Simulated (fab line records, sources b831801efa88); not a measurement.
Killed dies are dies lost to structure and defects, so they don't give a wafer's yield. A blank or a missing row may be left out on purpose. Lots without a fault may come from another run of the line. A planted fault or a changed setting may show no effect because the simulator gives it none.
A struck lot beside a sound one | flow sfq_line | 19 steps out of a route of 325
Sound: wafers L840.1, L840.2, L840.6. Struck: wafers L833.1, L833.5, L833.6. The cause comes at the end.
At each step with rows: each side's tool, then ch and its chambers, then its first start. Under that, the readings that differ: sound wafers | struck wafers | difference of the means | sigmas: that difference in standard deviations of wafers without a fault.
alike: readings whose means differ by less than 2 such deviations, and words and numbers that are the same on both sides. not compared: withheld readings, readings that some wafer has no value for, bounds like >300 that may hide the same value, and numbers for which the record gives no deviation and whose values overlap.
The two part at a step that has a row with sigmas, a row that says differs or no value, or rows on one side only. Numbers that don't overlap but have no deviation are shown without sigmas and don't part them. A reading that every wafer of one side lacks parts them only if that side has two wafers or more.

first, 4 steps without rows for these wafers: SFQ_TRILAYER_L0_LITHO_SOFTBAKE_009; SFQ_TRILAYER_L0_LITHO_EXPOSE_006 (exposes mask L0, target cd 2000 nm); SFQ_TRILAYER_L0_LITHO_PEB_008 (peb time 60 s); SFQ_TRILAYER_L0_LITHO_DEVELOP_007 (time 60 s).
SFQ_TRILAYER_L0_BARC_OPEN_METAL_ETCH_010: etches BARC in O2, target depth 125 nm, time 41.7 s.
  sound on rie_metal-01 ch 0,1, day 7 17:22; struck on rie_metal-03 ch 0,1, day 5 20:59
  alike: bias_w, drypump_motor_current_A, oes_product_au, rf_fwd_power_W
  not compared: rf_hours_counter_h
SFQ_TRILAYER_L0_ETCH_METAL_ETCH_008: etches MoNx KI in SF6/O2, stops on SiO2, target depth 50 nm, time 25 s.
  sound on rie_metal-01 ch 0,1, day 7 17:26; struck on rie_metal-03 ch 0,1, day 5 21:02
  alike: bias_w, drypump_motor_current_A, oes_product_au, rf_fwd_power_W
  not compared: rf_hours_counter_h
SFQ_TRILAYER_L0_STRIP_STRIP_009: strips in O2.
  sound on rie_metal-01 ch 0,1, day 7 17:29; struck on rie_metal-03 ch 0,1, day 5 21:05
  alike: drypump_motor_current_A, oes_product_au
  not compared: rf_hours_counter_h
then, 1 step without rows for these wafers: SFQ_TRILAYER_L0_STRIP_SOLV_CLEAN_010 (cleans in NMP, time 600 s).
SFQ_TRILAYER_L0_CAP_PECVD_011: deposits SiO2 from SiH4/N2O, time 13.333 s, target thk 60 nm.
  sound on pecvd-01 ch 0,1, day 7 18:15; struck on pecvd-03 ch 1,2, day 5 22:02
  alike: heater_power_w, rf_fwd_power_W, throttle_valve_pct
then, 3 steps without rows for these wafers: SFQ_TRILAYER_L0_VIA_LITHO_COAT_018 (resist thk 62 nm); SFQ_TRILAYER_L0_VIA_LITHO_COAT_013 (resist thk 650 nm); SFQ_TRILAYER_L0_VIA_LITHO_SOFTBAKE_017.
-- the record jumps here: 3 days lie between the struck wafers' starts before and after --
SFQ_TRILAYER_L0_VIA_LITHO_EXPOSE_014: exposes mask L0V, target cd 700 nm.
  sound on krf_scanner-02 ch 0, day 11 02:22; struck on krf_scanner-01 ch 0, day 8 22:37
  reading              | sound                | struck               | difference | sigmas
  exposure_dose_mJ_cm2 | 21.303 21.328 21.314 | 22.368 22.339 22.355 | +1.039     | +52
  alike: mask
then, 2 steps without rows for these wafers: SFQ_TRILAYER_L0_VIA_LITHO_PEB_016 (peb time 60 s); SFQ_TRILAYER_L0_VIA_LITHO_DEVELOP_015 (time 60 s).
SFQ_L0V_OVL_MEAS_903:
  sound on overlay-02, day 11 03:52; struck on overlay-02, day 9 00:07
  alike: L0V_OVL
SFQ_TRILAYER_L0_VIA_BARC_OPEN_VIA_ETCH_021: etches BARC in O2, target depth 125 nm, time 41.7 s.
  sound on rie_diel-02 ch 1,2,3, day 11 03:54; struck on rie_diel-02 ch 0,2,3, day 9 00:10
  reading              | sound             | struck            | difference | sigmas
  model.L0V.cd_nm (nm) | 700.1 701.1 701.3 | 708.1 708.5 706.7 | +6.9       |
  alike: bias_w, drypump_motor_current_A, oes_product_au, rf_fwd_power_W
  not compared: rf_hours_counter_h
SFQ_TRILAYER_L0_VIA_ETCH_VIA_ETCH_016: etches SiO2 in CHF3, stops on MoNx KI, target depth 80 nm.
  sound on rie_diel-02 ch 1,2,3, day 11 03:56; struck on rie_diel-02 ch 0,2,3, day 9 00:12
  reading              | sound           | struck          | difference | sigmas
  model.L0V.cd_nm (nm) | 699.8 701 701.5 | 708 707.8 706.8 | +7         |
  alike: bias_w, drypump_motor_current_A, oes_product_au, rf_fwd_power_W
SFQ_TRILAYER_L0_VIA_STRIP_STRIP_017: strips in O2.
  sound on rie_metal-04 ch 0,1, day 11 03:59; struck on rie_metal-04 ch 0,1, day 9 00:14
  alike: drypump_motor_current_A, oes_product_au
  not compared: rf_hours_counter_h

WHERE THEY PART
Only at SFQ_TRILAYER_L0_VIA_LITHO_EXPOSE_014, within this record. Later steps at which nothing parts them and some readings are alike: SFQ_L0V_OVL_MEAS_903, SFQ_TRILAYER_L0_VIA_BARC_OPEN_VIA_ETCH_021, SFQ_TRILAYER_L0_VIA_ETCH_VIA_ETCH_016, SFQ_TRILAYER_L0_VIA_STRIP_STRIP_017.

WHY: what the simulator had put in
Process parameter drift: krf_scanner-01, from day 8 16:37 on, at SFQ_TRILAYER_L0_VIA_LITHO_EXPOSE_014. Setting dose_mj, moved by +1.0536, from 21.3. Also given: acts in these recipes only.
